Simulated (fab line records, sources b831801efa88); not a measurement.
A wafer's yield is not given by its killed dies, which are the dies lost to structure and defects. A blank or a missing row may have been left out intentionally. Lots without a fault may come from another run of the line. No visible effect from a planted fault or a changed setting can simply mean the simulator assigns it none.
fab line records    flow sky130
[record] lots = 6  wafers = 18  lastDay = 48
route steps=708 shown GATE_OXIDE@192 POLY_GATE@204 RES_PROTECT@206 PAD_OPEN@708
lots that met no fault: taken from a fault-free run of the same line
startH: the number of hours between the record's first day and the start of the first shown wafer of the lot    waitH: hours since the lot's step before    " the same as in the row above    L1.1+2: several wafers, shown together as one row    - no value, or no start was given    * or withheld: withheld    < > ~ a bound
route shown NAME@n: NAME is a module with steps in the file, n the number in the route of the first one    usual: mean/standard deviation taken from wafers without a fault    same: alike in all rows    chamber/n: place in a boat    sites: readings site by site    _std_site: their standard deviation    _edge_site: inner sites' mean taken away from outer sites' mean    radiusMm: how far each site lies from the wafer's centre    mask NAME#n: copy n    behind: tool/chamber where the wafer was last shaped    hold: the reason the lot was held/the length of the hold in hours/how it ended    device: which transistor (n, p or np) failed to switch    end of line: tests run on the same wafers once the route is complete    a step with no rows: only its recipe    killed: dies lost to structure and defects at the first sort, not the wafer's yield    map: dies across one wafer; x = killed, . = not, _ = none there
set.NAME: the setting the step ran with; set.NAME@STEP: the setting that earlier step ran with    model.NAME: the simulator's own value behind a step, which no gauge read
a table for each step, a row for each wafer; lots at some steps of the route
services: the hour from which a tool's chamber was out of use, counted from the record's first day as startH (under 0 if before that day), plus the number of hours and why
[[steps]]
[step SKY_GATE_OXIDE_COAT_05]
[recipe] resist = NOVOLAK  spinRpm = 3000  resistThkNm = 1140
[step SKY_GATE_OXIDE_SOFTBAKE_06]
[recipe] tempC = 90  timeS = 60  resist = NOVOLAK
[step SKY_GATE_OXIDE_EXPOSE_07]
[recipe] maskId = LVOM  na = 0.6  sourceShape = conventional  sigmaOuter = 0.6  polarization = unpolarized  targetCdNm = 600  doseMj = 170
[step SKY_GATE_OXIDE_PEB_08]
[recipe] tempC = withheld  timeS = *  resist = NOVOLAK
[step SKY_GATE_OXIDE_DEVELOP_09]
[recipe] resist = NOVOLAK  developer = TMAH  developTimeS = 60  devTempC = 23
[step SKY_GATE_OXIDE_OVL_MEAS_10]
[usual] GATE_OXIDE_OVL = -0.6/1.4
lot.wafer  tool        chamber  startH  waitH  GATE_OXIDE_OVL[nm]
L951.1     overlay-02  -        302.39  0.1    -2.0
L951.2     "           -        "       "      -3.1
L951.6     "           -        "       "      -1.5
L955.1     overlay-02  -        341.23  0.1    -0.6
L955.2     "           -        "       "      -2.7
L955.5     "           -        "       "      -1.0
L956.1     overlay-02  -        353.67  0.1    -0.8
L956.5     "           -        "       "      -2.6
L956.6     "           -        "       "      -2.0
L961.1     overlay-01  -        388.74  0.1    1.0
L961.5     "           -        "       "      -0.9
L961.6     "           -        "       "      -0.4
L963.3     overlay-01  -        411.78  0.1    1.4
L963.5     "           -        "       "      -0.8
L963.6     "           -        "       "      0.4
L964.1     overlay-01  -        424.49  0.1    -0.6
L964.3     "           -        "       "      -0.1
L964.4     "           -        "       "      -1.5
[step SKY_GATE_OXIDE_IMPLANT_11]
[recipe] species = B  energyKev = 10  doseCm2 = 2.6e+12  tiltDeg = withheld
[step SKY_GATE_OXIDE_WET_ETCH_12]
[recipe] chemistry = dHF  targetDepthNm = 16.8  dry = n2Spin  target = SiO2  dilution = 100:1  tempC = 25  timeS = 336
[step SKY_GATE_OXIDE_STRIP_13]
[recipe] chemistry = O2/N2  powerW = 1400  pressureMtorr = 1500  platenTempC = withheld  o2FlowSccm = 3000  n2FlowSccm = 300  overashFraction = 0.5
[usual] drypumpMotorCurrentA = 6.0/0.44  oesProductAu = 0.716/0.0047  stripTimeToEndpointS = 14.19/0.034
lot.wafer  tool            chamber  startH  waitH  drypumpMotorCurrentA  oesProductAu  rfHoursCounterH  stripTimeToEndpointS
L951.1     plasmaAsher-02  0        302.69  0.0    6.4                   0.716         61               14.20
L951.2     "               1        "       "      5.1                   0.722         61               14.21
L951.6     "               1        "       "      5.0                   0.725         -                14.15
L955.1     plasmaAsher-01  1        341.52  0.0    6.0                   0.720         53               14.19
L955.2     "               0        "       "      6.1                   0.715         53               14.22
L955.5     "               1        "       "      6.0                   0.713         -                14.17
L956.1     plasmaAsher-02  1        353.97  0.0    5.1                   0.715         66               14.16
L956.5     "               0        "       "      6.4                   0.718         -                14.15
L956.6     "               1        "       "      5.0                   0.709         -                14.18
L961.1     plasmaAsher-01  0        389.04  0.0    6.2                   0.719         58               14.17
L961.5     "               1        "       "      6.0                   0.717         -                14.21
L961.6     "               0        "       "      6.2                   0.726         -                14.17
L963.3     plasmaAsher-02  1        412.09  0.0    5.1                   0.711         -                14.16
L963.5     "               0        "       "      6.4                   0.717         -                14.18
L963.6     "               1        "       "      5.1                   0.712         -                14.15
L964.1     plasmaAsher-01  0        424.78  0.0    6.2                   0.717         61               14.19
L964.3     "               1        "       "      5.9                   0.718         -                14.21
L964.4     "               0        "       "      6.2                   0.718         -                14.14
[step SKY_GATE_OXIDE_TW_MEAS_14]
[usual] GATE_OXIDE_TW = 224.4/1.1
lot.wafer  tool          chamber  startH  waitH  GATE_OXIDE_TW
L951.1     filmMetro-03  -        302.79  0.1    224.5
L951.2     "             -        "       "      224.1
L951.6     "             -        "       "      222.7
L955.1     filmMetro-01  -        341.62  0.1    226.8
L955.2     "             -        "       "      227.0
L955.5     "             -        "       "      227.6
L956.1     filmMetro-01  -        354.07  0.1    225.6
L956.5     "             -        "       "      226.1
L956.6     "             -        "       "      225.6
L961.1     filmMetro-02  -        389.14  0.1    223.4
L961.5     "             -        "       "      224.5
L961.6     "             -        "       "      223.3
L963.3     filmMetro-02  -        412.18  0.1    222.6
L963.5     "             -        "       "      222.9
L963.6     "             -        "       "      223.5
L964.1     filmMetro-02  -        424.88  0.1    223.1
L964.3     "             -        "       "      222.1
L964.4     "             -        "       "      222.8
[step SKY_GATE_OXIDE_CLEAN_15]
[recipe] chemistry = SC1/SC2  mix = 1:4:20  tempC = 70  timeS = 150  dry = n2Spin
[step SKY_GATE_OXIDE_OXIDATION_16]
[recipe] tempC = 800  ambient = O2  idleTempC = 700  rampUpCPerMin = 10  rampDownCPerMin = 3  stabiliseS = 600  purgeS = 300  targetThkA = 35.7  oxTimeS = 1915
[step SKY_POLY_GATE_CVD_00]
[recipe] material = poly-Si  targetThkNm = 180  tempC = 620  timeS = 720  pressureMtorr = 200
[usual] spikeTcLowerC = 620.5/1.1  zonePowerTopPct = 17.3/2.7
lot.wafer  tool      chamber  startH  waitH  spikeTcLowerC  zonePowerTopPct
L951.1     lpcvd-01  1        304.96  0.0    620.7          14.3
L951.2     "         1        "       "      621.7          14.3
L951.6     "         1        "       "      620.3          14.2
L955.1     lpcvd-01  0        344.30  0.0    620.8          19.8
L955.2     "         0        "       "      619.3          20.2
L955.5     "         0        "       "      618.5          19.8
L956.1     lpcvd-01  0        355.92  0.0    618.9          19.9
L956.5     "         0        "       "      622.1          19.4
L956.6     "         0        "       "      619.7          19.7
L961.1     lpcvd-01  0        390.79  0.0    619.9          19.9
L961.5     "         0        "       "      620.1          19.4
L961.6     "         0        "       "      620.1          19.9
L963.3     lpcvd-01  1        415.39  0.0    618.9          14.3
L963.5     "         1        "       "      621.0          14.6
L963.6     "         1        "       "      621.0          14.7
L964.1     lpcvd-01  1        427.99  0.0    622.6          14.4
L964.3     "         1        "       "      622.2          14.1
L964.4     "         1        "       "      620.1          14.3
[step SKY_POLY_GATE_THK_MEAS_01]
[recipe] reads = poly-Si_of_POLY_GATE_CVD_00
[usual] POLY_GATE_CVD_00_THK = 178.7/1.4
lot.wafer  tool          chamber  startH  waitH  POLY_GATE_CVD_00_THK[nm]
L951.1     filmMetro-02  -        306.16  0.0    176.1
L951.2     "             -        "       "      178.3
L951.6     "             -        "       "      178.8
L955.1     filmMetro-03  -        345.50  0.0    180.5
L955.2     "             -        "       "      178.5
L955.5     "             -        "       "      177.4
L956.1     filmMetro-03  -        357.12  0.0    177.2
L956.5     "             -        "       "      177.7
L956.6     "             -        "       "      177.6
L961.1     filmMetro-03  -        392.59  0.0    179.8
L961.5     "             -        "       "      177.0
L961.6     "             -        "       "      179.4
L963.3     filmMetro-04  -        417.21  0.0    178.7
L963.5     "             -        "       "      178.7
L963.6     "             -        "       "      179.7
L964.1     filmMetro-03  -        429.79  0.0    179.1
L964.3     "             -        "       "      181.4
L964.4     "             -        "       "      182.0
[step SKY_RES_PROTECT_DEHYDRATE_00]
[recipe] tempC = 200  timeS = 60
[step SKY_RES_PROTECT_HMDS_01]
[recipe] primeTimeS = 60  primeTempC = 120
[step SKY_RES_PROTECT_COAT_02]
[recipe] resist = NOVOLAK  spinRpm = 3000  resistThkNm = 1140
[step SKY_RES_PROTECT_SOFTBAKE_03]
[recipe] tempC = 90  timeS = 60  resist = NOVOLAK
[step SKY_RES_PROTECT_EXPOSE_04]
[recipe] maskId = RPM  na = 0.6  sourceShape = conventional  sigmaOuter = 0.6  polarization = unpolarized  targetCdNm = 1270  doseMj = 131
[step SKY_RES_PROTECT_PEB_05]
[recipe] tempC = withheld  timeS = *  resist = NOVOLAK
[step SKY_RES_PROTECT_DEVELOP_06]
[recipe] resist = NOVOLAK  developer = TMAH  developTimeS = 60  devTempC = 23
[step SKY_POLY_GATE_IMPLANT_02]
[recipe] species = P  energyKev = 30  doseCm2 = 7.7e+15  tiltDeg = 0
[step SKY_RES_PROTECT_STRIP_07]
[recipe] chemistry = O2/N2  powerW = 1400  pressureMtorr = 1500  platenTempC = withheld  o2FlowSccm = 3000  n2FlowSccm = 300  overashFraction = 0.5
[usual] drypumpMotorCurrentA = 6.06/0.18  oesProductAu = 0.517/0.0042  stripTimeToEndpointS = 23.31/0.044
lot.wafer  tool            chamber  startH  waitH  drypumpMotorCurrentA  oesProductAu  rfHoursCounterH  stripTimeToEndpointS
L951.1     plasmaAsher-01  1        332.87  0.1    6.00                  0.513         52               23.36
L951.2     "               0        "       "      6.15                  0.514         52               23.30
L951.6     "               1        "       "      5.98                  0.519         -                23.37
L955.1     plasmaAsher-03  1        373.27  0.1    5.90                  0.521         71               23.34
L955.2     "               0        "       "      5.69                  0.520         71               23.29
L955.5     "               0        "       "      5.69                  0.524         -                23.36
L956.1     plasmaAsher-03  0        385.37  0.1    5.68                  0.521         72               23.25
L956.5     "               1        "       "      5.88                  0.524         -                23.32
L956.6     "               0        "       "      5.70                  0.513         -                23.23
L961.1     plasmaAsher-04  0        422.49  0.1    6.15                  0.520         29               23.36
L961.5     "               1        "       "      6.26                  0.518         -                23.32
L961.6     "               0        "       "      6.18                  0.515         -                23.38
L963.3     plasmaAsher-04  1        448.20  0.1    6.26                  0.525         -                23.31
L963.5     "               0        "       "      6.14                  0.514         -                23.35
L963.6     "               1        "       "      6.26                  0.515         -                23.33
L964.1     plasmaAsher-01  1        460.64  0.1    5.94                  0.511         65               23.33
L964.3     "               0        "       "      6.13                  0.519         -                23.31
L964.4     "               1        "       "      5.93                  0.508         -                23.29
[step SKY_RES_PROTECT_TW_MEAS_08]
[usual] POLY_GATE_TW = 4012/30
lot.wafer  tool          chamber  startH  waitH  POLY_GATE_TW
L951.1     filmMetro-04  -        332.97  0.1    3973
L951.2     "             -        "       "      3979
L951.6     "             -        "       "      3973
L955.1     filmMetro-03  -        373.37  0.1    4091
L955.2     "             -        "       "      4098
L955.5     "             -        "       "      4068
L956.1     filmMetro-03  -        385.47  0.1    4038
L956.5     "             -        "       "      4053
L956.6     "             -        "       "      4020
L961.1     filmMetro-03  -        422.59  0.1    4018
L961.5     "             -        "       "      4060
L961.6     "             -        "       "      4031
L963.3     filmMetro-04  -        448.29  0.1    3977
L963.5     "             -        "       "      3984
L963.6     "             -        "       "      3963
L964.1     filmMetro-04  -        460.74  0.1    3983
L964.3     "             -        "       "      3991
L964.4     "             -        "       "      4007
[step SKY_RES_PROTECT_CLEAN_09]
[recipe] chemistry = SC1/SC2  mix = 1:4:20  tempC = 70  timeS = 150  dry = n2Spin
[step SKY_POLY_GATE_CVD_03]
[recipe] material = Si3N4  precursor = DCS/NH3  targetThkNm = 75  tempC = 770  timeS = 1290  pressureMtorr = 250
[step SKY_POLY_GATE_THK_MEAS_04]
[recipe] reads = Si3N4_of_POLY_GATE_CVD_03
[usual] POLY_GATE_CVD_03_THK = 75.0/0.71
lot.wafer  tool          chamber  startH  waitH  POLY_GATE_CVD_03_THK[nm]
L951.1     filmMetro-03  -        334.84  0.0    74.0
L951.2     "             -        "       "      73.9
L951.6     "             -        "       "      73.4
L955.1     filmMetro-02  -        376.13  0.0    75.7
L955.2     "             -        "       "      75.8
L955.5     "             -        "       "      76.1
L956.1     filmMetro-04  -        386.94  0.0    74.4
L956.5     "             -        "       "      75.1
L956.6     "             -        "       "      74.7
L961.1     filmMetro-04  -        426.52  0.0    75.5
L961.5     "             -        "       "      75.3
L961.6     "             -        "       "      75.0
L963.3     filmMetro-03  -        449.76  0.0    74.8
L963.5     "             -        "       "      74.9
L963.6     "             -        "       "      74.9
L964.1     filmMetro-03  -        462.94  0.0    74.4
L964.3     "             -        "       "      74.8
L964.4     "             -        "       "      74.6
[step SKY_POLY_GATE_DEHYDRATE_05]
[recipe] tempC = 200  timeS = 60
[step SKY_POLY_GATE_HMDS_06]
[recipe] primeTimeS = 60  primeTempC = 120
[step SKY_POLY_GATE_COAT_07]
[recipe] resist = BARC  tempC = withheld  timeS = withheld  spinRpm = 3000  resistThkNm = 110
[step SKY_POLY_GATE_COAT_08]
[recipe] resist = KrF-thick  spinRpm = 3000  resistThkNm = 450
[step SKY_POLY_GATE_SOFTBAKE_09]
[recipe] tempC = 100  timeS = 90  resist = KrF-thick
[step SKY_POLY_GATE_EXPOSE_10]
[recipe] maskId = P1M  na = 0.68  sourceShape = conventional  sigmaOuter = 0.6  targetCdNm = 150  doseMj = 28
[step SKY_POLY_GATE_PEB_11]
[recipe] pebTempC = withheld  pebTimeS = withheld  resist = KrF-thick
[step SKY_POLY_GATE_DEVELOP_12]
[recipe] developTimeS = 60  resist = KrF-thick  devTempC = 21
[step SKY_POLY_GATE_CD_MEAS_13]
[recipe] targetCdNm = 150
[usual] cdNm = 150.0/1.3
lot.wafer  tool      chamber  startH  waitH  cdNm
L951.1     cdSem-02  -        361.87  -      151.2
L951.2     "         -        "       "      151.3
L951.6     "         -        "       "      152.2
L955.1     cdSem-01  -        405.80  -      151.3
L955.2     "         -        "       "      149.2
L955.5     "         -        "       "      151.7
L956.1     cdSem-02  -        416.15  -      148.8
L956.5     "         -        "       "      149.3
L956.6     "         -        "       "      149.4
L961.1     cdSem-02  -        457.24  -      148.9
L961.5     "         -        "       "      149.6
L961.6     "         -        "       "      148.8
L963.3     cdSem-02  -        480.11  -      152.7
L963.5     "         -        "       "      153.2
L963.6     "         -        "       "      151.7
L964.1     cdSem-01  -        493.67  -      149.2
L964.3     "         -        "       "      149.2
L964.4     "         -        "       "      148.9
[step SKY_POLY_GATE_OVL_MEAS_14]
[usual] POLY_GATE_OVL = 2/5.1
lot.wafer  tool        chamber  startH  waitH  POLY_GATE_OVL[nm]
L951.1     overlay-02  -        361.99  0.1    0
L951.2     "           -        "       "      6
L951.6     "           -        "       "      0
L955.1     overlay-02  -        405.92  0.1    -3
L955.2     "           -        "       "      -3
L955.5     "           -        "       "      6
L956.1     overlay-01  -        416.27  0.1    4
L956.5     "           -        "       "      -2
L956.6     "           -        "       "      1
L961.1     overlay-01  -        457.36  0.1    -3
L961.5     "           -        "       "      7
L961.6     "           -        "       "      7
L963.3     overlay-01  -        480.20  0.1    8
L963.5     "           -        "       "      8
L963.6     "           -        "       "      8
L964.1     overlay-01  -        493.79  0.1    -7
L964.3     "           -        "       "      -7
L964.4     "           -        "       "      -5
[step SKY_POLY_GATE_ETCH_15]
[recipe] chemistry = N2/H2  target = BARC  ionEnergyEv = 200  sourceW = 500  biasW = 100  pressureMtorr = 30  n2FlowSccm = 100  h2FlowSccm = 200  stopOn = SiO2  timeS = 118.5  targetDepthA = 1100
[usual] drypumpMotorCurrentA = 5.8/0.44  oesProductAu = 0.717/0.0048  throttleValvePct = 13.214/0.0088
lot.wafer  tool        chamber  startH  waitH  drypumpMotorCurrentA  oesProductAu  rfHoursCounterH  throttleValvePct
L951.1     rieDiel-02  3        362.03  0.0    5.8                   0.714         119              13.203
L951.2     "           1        "       "      5.4                   0.718         58               13.224
L951.6     "           3        "       "      5.8                   0.722         -                13.206
L955.1     rieDiel-04  0        405.95  0.0    6.1                   0.712         14               13.219
L955.2     "           3        "       "      5.4                   0.708         72               13.222
L955.5     "           3        "       "      5.4                   0.723         -                13.225
L956.1     rieDiel-04  3        416.30  0.0    5.4                   0.717         72               13.206
L956.5     "           1        "       "      5.9                   0.726         -                13.219
L956.6     "           0        "       "      6.1                   0.720         -                13.221
L961.1     rieDiel-03  1        457.40  0.0    6.4                   0.713         4                13.209
L961.5     "           0        "       "      6.6                   0.719         -                13.219
L961.6     "           1        "       "      6.4                   0.714         -                13.208
L963.3     rieDiel-03  0        480.23  0.0    6.6                   0.714         3                13.210
L963.5     "           0        "       "      6.6                   0.714         -                13.218
L963.6     "           1        "       "      6.4                   0.715         -                13.223
L964.1     rieDiel-04  3        493.83  0.0    5.3                   0.718         73               13.206
L964.3     "           2        "       "      5.7                   0.720         10               13.219
L964.4     "           0        "       "      6.1                   0.719         15               13.216
[step SKY_POLY_GATE_ETCH_16]
[recipe] stopOn = poly-Si  chemistry = CH3F/O2  target = Si3N4  sourceW = 400  biasW = 80  pressureMtorr = 25  ch3fFlowSccm = 40  O2_flow_sccm = 30  timeS = 147.5  targetDepthA = 750
[step SKY_POLY_GATE_ETCH_17]
[recipe] targetDepthNm = 180  stopOn = SiO2  overEtchFrac = 0.56667  chemistry = HBr/Cl2  target = poly-Si  icpW = 400  biasW = 100  pressureMtorr = 10  HBr_flow_sccm = 150  Cl2_flow_sccm = 50  timeS = 70.5
[usual] drypumpMotorCurrentA = 5.8/0.7  oesProductAu = 0.983/0.0078  throttleValvePct = 33.683/0.0088
lot.wafer  tool      chamber  startH  waitH  drypumpMotorCurrentA  oesProductAu  rfHoursCounterH  throttleValvePct
L951.1     rieSi-02  0        362.21  0.0    5.2                   0.976         40               33.675
L951.2     "         2        "       "      6.4                   0.987         2                33.675
L951.6     "         0        "       "      5.2                   0.995         -                33.678
L955.1     rieSi-02  2        406.13  0.0    6.4                   0.982         2                33.678
L955.2     "         0        "       "      5.2                   0.992         40               33.683
L955.5     "         3        "       "      5.3                   0.982         -                33.695
L956.1     rieSi-01  1        416.48  0.0    6.3                   0.976         6                33.677
L956.5     "         3        "       "      4.9                   0.979         -                33.669
L956.6     "         2        "       "      6.7                   0.978         -                33.692
L961.1     rieSi-02  1        457.58  0.0    6.6                   0.979         1                33.677
L961.5     "         3        "       "      5.3                   0.973         -                33.687
L961.6     "         0        "       "      5.2                   0.982         -                33.684
L963.3     rieSi-02  0        480.41  0.0    5.2                   0.980         41               33.686
L963.5     "         1        "       "      6.6                   0.981         -                33.671
L963.6     "         0        "       "      5.2                   0.994         -                33.673
L964.1     rieSi-01  0        494.01  0.0    5.2                   0.986         1                33.686
L964.3     "         2        "       "      6.7                   0.977         4                33.675
L964.4     "         3        "       "      4.9                   0.987         56               33.681
[step SKY_POLY_GATE_STRIP_18]
[recipe] chemistry = O2/N2  powerW = 1400  pressureMtorr = 1500  platenTempC = withheld  o2FlowSccm = 3000  n2FlowSccm = 300  overashFraction = 0.5
[usual] drypumpMotorCurrentA = 5.9/0.53  oesProductAu = 0.361/0.0049  stripTimeToEndpointS = 3.18/0.032
lot.wafer  tool            chamber  startH  waitH  drypumpMotorCurrentA  oesProductAu  rfHoursCounterH  stripTimeToEndpointS
L951.1     plasmaAsher-02  0        362.26  0.0    6.4                   0.362         67               3.18
L951.2     "               1        "       "      5.0                   0.361         67               3.20
L951.6     "               1        "       "      5.0                   0.363         -                3.18
L955.1     plasmaAsher-02  1        406.19  0.0    5.1                   0.363         71               3.23
L955.2     "               0        "       "      6.4                   0.357         71               3.16
L955.5     "               1        "       "      5.1                   0.369         -                3.18
L956.1     plasmaAsher-03  0        416.54  0.0    5.7                   0.361         75               3.15
L956.5     "               1        "       "      5.9                   0.363         -                3.14
L956.6     "               0        "       "      5.7                   0.348         -                3.19
L961.1     plasmaAsher-02  1        457.64  0.0    5.0                   0.362         76               3.17
L961.5     "               1        "       "      5.0                   0.353         -                3.15
L961.6     "               0        "       "      6.4                   0.359         -                3.14
L963.3     plasmaAsher-02  1        480.50  0.1    5.0                   0.354         -                3.14
L963.5     "               1        "       "      5.1                   0.365         -                3.20
L963.6     "               0        "       "      6.4                   0.357         -                3.16
L964.1     plasmaAsher-02  0        494.06  0.0    6.4                   0.356         80               3.17
L964.3     "               1        "       "      5.1                   0.369         -                3.25
L964.4     "               0        "       "      6.4                   0.361         -                3.22
[step SKY_POLY_GATE_CLEAN_19]
[recipe] chemistry = SC1/SC2  mix = 1:4:20  tempC = 70  timeS = 150  dry = n2Spin
[step SKY_PAD_OPEN_PROBE_99]
[usual] killed_at_M0_to_M3 = 43/6.7  killed_at_M4_up = 3.2/1.8  killedAtContacts = 24/4.8  killedAtFrontEnd = 16/4.2  killedAtOther = 0.3/0.56  killedDies = 86/8.5  killedOpen = 47/6.7  killedShort = 39/6
[same] grossDies = 492  killedAtBackSide = 0
lot.wafer  tool       chamber  startH   waitH  killed_at_M0_to_M3  killed_at_M4_up  killedAtContacts  killedAtFrontEnd  killedAtOther  killedDies  killedOpen  killedShort
L955.1     prober-01  -        1099.44  0.1    26                  3                24                12                0              65          35          30
L955.2     prober-01  -        1099.49  0.1    52                  2                24                18                0              96          62          34
L955.5     prober-01  -        1099.64  0.2    49                  0                23                10                0              82          44          38
L956.1     prober-02  -        1106.57  0.1    53                  2                31                19                0              105         59          45
L956.5     prober-02  -        1106.77  0.2    45                  4                24                21                0              94          44          48
L956.6     prober-02  -        1106.82  0.2    43                  3                24                19                0              89          43          46
L961.1     prober-01  -        1132.90  0.1    32                  7                22                12                0              73          27          46
L961.5     prober-01  -        1133.10  0.2    34                  7                24                11                0              76          32          43
L961.6     prober-01  -        1133.15  0.2    50                  4                29                13                0              96          48          46
L963.3     prober-01  -        1145.06  0.2    46                  5                19                62                0              132         41          41
L963.5     prober-01  -        1145.16  0.2    28                  4                23                64                0              119         38          33
L963.6     prober-01  -        1145.21  0.2    39                  4                29                63                0              135         40          43
L964.1     prober-02  -        1151.95  0.1    24                  5                26                59                0              114         42          23
L964.3     prober-02  -        1152.05  0.2    40                  0                22                64                0              126         52          28
L964.4     prober-02  -        1152.10  0.2    43                  4                26                57                0              130         47          39
// killed by level:class
L955.1 CONTACT:geometricParticle:open=10 CONTACT:geometricParticle:short=7 VIA3:geometricParticle:open=7 VIA1:geometricParticle:open=5 FIELD_ISO:geometricParticle:short=4 LI_CONTACT:geometricParticle:open=4 METAL3:geometricParticle:short=4 POLY_GATE:geometricParticle:open=3
L955.2 VIA3:geometricParticle:open=14 VIA1:geometricParticle:open=14 LI_CONTACT:geometricParticle:open=11 CONTACT:geometricParticle:open=7 FIELD_ISO:geometricParticle:open=6 VIA2:geometricParticle:open=5 METAL2:geometricParticle:short=5 FIELD_ISO:geometricParticle:short=4
L955.5 VIA3:geometricParticle:open=10 VIA1:geometricParticle:open=8 LI_CONTACT:geometricParticle:open=7 CONTACT:geometricParticle:open=6 METAL1:geometricParticle:short=5 VIA1:geometricParticle:short=5 METAL2:geometricParticle:short=5 VIA2:geometricParticle:open=5
L956.1 VIA1:geometricParticle:open=16 CONTACT:geometricParticle:open=12 METAL2:geometricParticle:short=9 METAL1:geometricParticle:short=8 LI_CONTACT:geometricParticle:open=7 VIA3:geometricParticle:open=7 CONTACT:geometricParticle:short=5 VIA1:geometricParticle:short=5
L956.5 VIA1:geometricParticle:open=11 VIA1:geometricParticle:short=7 CONTACT:geometricParticle:open=7 LI_CONTACT:geometricParticle:open=6 CONTACT:geometricParticle:short=6 METAL2:geometricParticle:short=6 POLY_GATE:geometricParticle:short=5 METAL3:geometricParticle:short=5
L956.6 VIA1:geometricParticle:open=9 METAL1:geometricParticle:short=8 VIA3:geometricParticle:open=8 CONTACT:geometricParticle:short=7 VIA2:geometricParticle:open=7 POLY_GATE:geometricParticle:open=5 LOCAL_INTERCONNECT:geometricParticle:short=5 CONTACT:geometricParticle:open=5
L961.1 CONTACT:geometricParticle:open=8 LOCAL_INTERCONNECT:geometricParticle:short=7 METAL2:geometricParticle:short=7 METAL4:geometricParticle:short=7 VIA1:geometricParticle:short=6 METAL3:geometricParticle:short=5 LI_CONTACT:geometricParticle:open=5 VIA1:geometricParticle:open=5
L961.5 CONTACT:geometricParticle:open=12 VIA1:geometricParticle:open=9 CONTACT:geometricParticle:short=7 METAL4:geometricParticle:short=6 METAL1:geometricParticle:short=5 METAL3:geometricParticle:short=5 FIELD_ISO:geometricParticle:short=4 LI_CONTACT:geometricParticle:open=4
L961.6 CONTACT:geometricParticle:open=11 VIA1:geometricParticle:open=11 VIA1:geometricParticle:short=10 CONTACT:geometricParticle:short=8 METAL2:geometricParticle:short=7 LI_CONTACT:geometricParticle:open=6 FIELD_ISO:geometricParticle:open=4 LOCAL_INTERCONNECT:geometricParticle:short=4
L963.3 POLY_GATE:unspecified=50 VIA1:geometricParticle:open=9 CONTACT:geometricParticle:open=6 CONTACT:geometricParticle:short=6 VIA1:geometricParticle:short=6 VIA2:geometricParticle:open=6 VIA3:geometricParticle:open=6 METAL1:geometricParticle:short=5
L963.5 POLY_GATE:unspecified=48 LI_CONTACT:geometricParticle:open=8 CONTACT:geometricParticle:short=7 VIA1:geometricParticle:open=6 VIA2:geometricParticle:short=5 POLY_GATE:geometricParticle:open=5 CONTACT:geometricParticle:open=5 FIELD_ISO:geometricParticle:short=4
L963.6 POLY_GATE:unspecified=52 VIA1:geometricParticle:open=10 CONTACT:geometricParticle:open=9 CONTACT:geometricParticle:short=7 METAL2:geometricParticle:short=7 LI_CONTACT:geometricParticle:open=6 FIELD_ISO:geometricParticle:short=5 METAL4:geometricParticle:short=4
L964.1 POLY_GATE:unspecified=49 CONTACT:geometricParticle:open=13 VIA1:geometricParticle:open=9 LI_CONTACT:geometricParticle:open=7 METAL4:geometricParticle:short=5 LI_CONTACT:geometricParticle:short=4 POLY_GATE:geometricParticle:open=3 METAL3:geometricParticle:short=3
L964.3 POLY_GATE:unspecified=46 VIA1:geometricParticle:open=13 CONTACT:geometricParticle:open=9 VIA3:geometricParticle:open=8 POLY_GATE:geometricParticle:open=5 FIELD_ISO:geometricParticle:open=4 FIELD_ISO:geometricParticle:short=4 LI_CONTACT:geometricParticle:open=4
L964.4 POLY_GATE:unspecified=44 VIA1:geometricParticle:open=13 LI_CONTACT:geometricParticle:open=9 CONTACT:geometricParticle:open=7 METAL2:geometricParticle:short=7 VIA2:geometricParticle:open=7 POLY_GATE:geometricParticle:short=6 METAL1:geometricParticle:short=5
// map L963.6 (x killed, . not)
__________...x.....x_________
________x.....x....x.._______
______.....xxxx......x.._____
_____xx...x..x...x......x____
____...x........x....xx.x.___
___.x...x.............xxxxx__
__..xx..........x...xxxxxxxx_
_.......xx...xxx..x..xxxxxxxx
_.x...xx............x.xxxxxxx
_...xx.......x...xx..xxxxxxxx
_...x..x.x.....x......xxxxxx.
_.x...x.......x.x.x.x.xx.xxxx
_...x........x....x........x.
_..x...x..x...x....x.......x.
_.x...x...x..............x...
__..x....x.................._
___.x....x.....x...........__
____x...x.........x..x....___
_____.x............x.xx..____
______.x...x.....x....x._____
________...x.x.x...x.._______
__________........x._________
// map L964.4 (x killed, . not)
__________..x......x_________
________x.x...x...x..._______
______.............x...._____
_____.x......x.xx.x......____
____.....xx...........x.xx___
___xx.x.x....x.......xxxxxx__
__..x.x.....x.......x.xxxxxx_
_xxx...x...xx..x.x.x.xxxxxxxx
_...x.x...........x.xxxxxxxxx
_..x................xxxxxxxxx
_.....x.x..x.....x..x..xxxx..
_...x.x......x.....x..x....xx
_....x.x.x...........xxx.....
_.x........x.....x.x....x....
_..........x...........xxx...
__..x.x..x....x.x..........._
___...........x.....x.x.x..__
____.x............x.......___
_____.xx......x....x.....____
______.....x.......x.xx._____
________......x......._______
__________....x.x..._________
[[services]]
tool            chamber  startH  hours  kind
rieDiel-03      1        286.24  3.2    repair
rieDiel-04      3        314.13  8.1    repair
plasmaAsher-01  -        318.65  0.9    repair
rieSi-02        2        324.34  3.9    repair
plasmaAsher-04  -        340.54  4.7    repair
rieDiel-03      2        344.14  5.3    repair
rieDiel-04      0        349.11  7.5    repair
plasmaAsher-02  -        356.20  2.8    pm
rieSi-02        -        368.67  15.6   pm
plasmaAsher-04  -        372.95  2.3    repair
plasmaAsher-03  -        377.28  1.8    repair
rieDiel-04      -        379.47  0.7    repair
rieSi-02        -        392.42  2.8    pm
plasmaAsher-01  -        392.50  2.5    repair
rieSi-01        3        395.11  11.6   repair
rieDiel-03      2        399.62  12.7   repair
plasmaAsher-03  -        421.25  9.0    pm
plasmaAsher-01  -        424.96  1.7    repair
rieSi-01        1        432.04  4.7    repair
rieSi-01        1        439.68  7.3    repair
rieSi-01        3        452.37  14.8   repair
plasmaAsher-03  -        482.90  1.2    repair
rieSi-02        1        489.42  22.3   repair
plasmaAsher-03  -        491.84  14.6   pm
[[key]]
[firstSign] step = SKY_PAD_OPEN_PROBE_99  reading = killedAtFrontEnd  direction = up  sigmas = 11  usual = 16  struck = 62
[effect] step = SKY_PAD_OPEN_PROBE_99  reading = killedDies  direction = up  sigmas = 4.7  usual = 86  struck = 126
metAt SKY_POLY_GATE_CVD_00
struckWafers L963.3,L963.5,L963.6,L964.1,L964.3,L964.4
testerLeftOut L963,L964
onsetBetween 390.79 415.39
alsoFits time
[fault] kind = chamberParticleSource  tool = lpcvd-01  chamber = -  onsetH = 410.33  steps = SKY_POLY_GATE_CVD_00  ratePerVisitCm2 = 0.92463  endH = 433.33
// testerLeftOut: of these lots the tester's yield and bins aren't shown, on N5 and GAA mostly nor the transistor test; their killed dies are dies lost to structure and defects alone, not to doping, threshold or leakage, so they don't give the yield
